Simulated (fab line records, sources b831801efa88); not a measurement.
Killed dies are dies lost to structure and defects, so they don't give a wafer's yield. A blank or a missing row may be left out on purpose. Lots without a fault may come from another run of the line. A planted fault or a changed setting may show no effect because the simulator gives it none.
Which tool did it? | flow gf180mcu | 6 lots, 18 wafers sampled, at 2 steps of a route of 602

WHAT THE GAUGES READ, wafer by wafer
GF_VT_IMPLANT_RS_MEAS_46: measures by four-point-probe.
lot  | measured     | on            | MVSD_RS (ohm/sq)
L791 | day 7 23:17  | film_metro-02 | 458.1 456.5 456.4
L794 | day 8 22:34  | film_metro-04 | 456.5 454.6 455.9
L799 | day 10 07:47 | film_metro-04 | 457.1 458.1 457.2
L802 | day 11 06:48 | film_metro-01 | 455.9 457.3 455.1
L806 | day 12 06:53 | film_metro-02 | 486.0 487.0 487.2
L811 | day 13 17:39 | film_metro-01 | 483.7 484.6 484.3

WHICH TOOL RAN EACH LOT (tool, then ch and the chambers of the sampled wafers, then the start)
lot  | GF_MVSD_IMPLANT_09
L791 | implanter-04 ch 0, day 4 19:20
L794 | implanter-04 ch 0, day 5 15:42
L799 | implanter-03 ch 0, day 6 21:38
L802 | implanter-04 ch 0, day 7 14:27
L806 | implanter-03 ch 0, day 8 12:26
L811 | implanter-03 ch 0, day 9 17:48
- GF_MVSD_IMPLANT_09

THE ANSWER, worked out from the rows above alone
Rule: what is usual is taken from the lots themselves. Put in order of their means at a reading, lots are off if they are a third of the lots or fewer, leave a main group of 4 or more, and stand apart from it by a gap of 3 or more times the standard deviation of the main group's means; of several such gaps the widest counts. A main group whose means are all the same, to the digits that the tables above print for the reading, isn't used. A lot without any number at a reading at which 4 lots or more have one is off too. The other lots that the step has rows for count as sound.
Off: L806, L811, at GF_VT_IMPLANT_RS_MEAS_46 (MVSD_RS). The main group: mean 456.6 ohm/sq, standard deviation 0.71.
A tool fits if, at a process step before that reading, it ran every lot that is off, and no sound lot after the first of them. The gauges at GF_VT_IMPLANT_RS_MEAS_46 are tried like those tools. One fits: implanter-03 at GF_MVSD_IMPLANT_09. Its last sound lot is L799 (day 6 21:38), its first lot that is off L806 (day 8 12:26): a fault that began between those two fits.

WHAT THE SIMULATOR HAD PUT IN
Process parameter drift: implanter-03, from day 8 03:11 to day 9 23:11, at GF_MVSD_IMPLANT_09. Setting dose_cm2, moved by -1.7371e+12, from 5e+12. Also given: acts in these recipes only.
Lots struck among those shown: L806, L811. The rule above found the same.
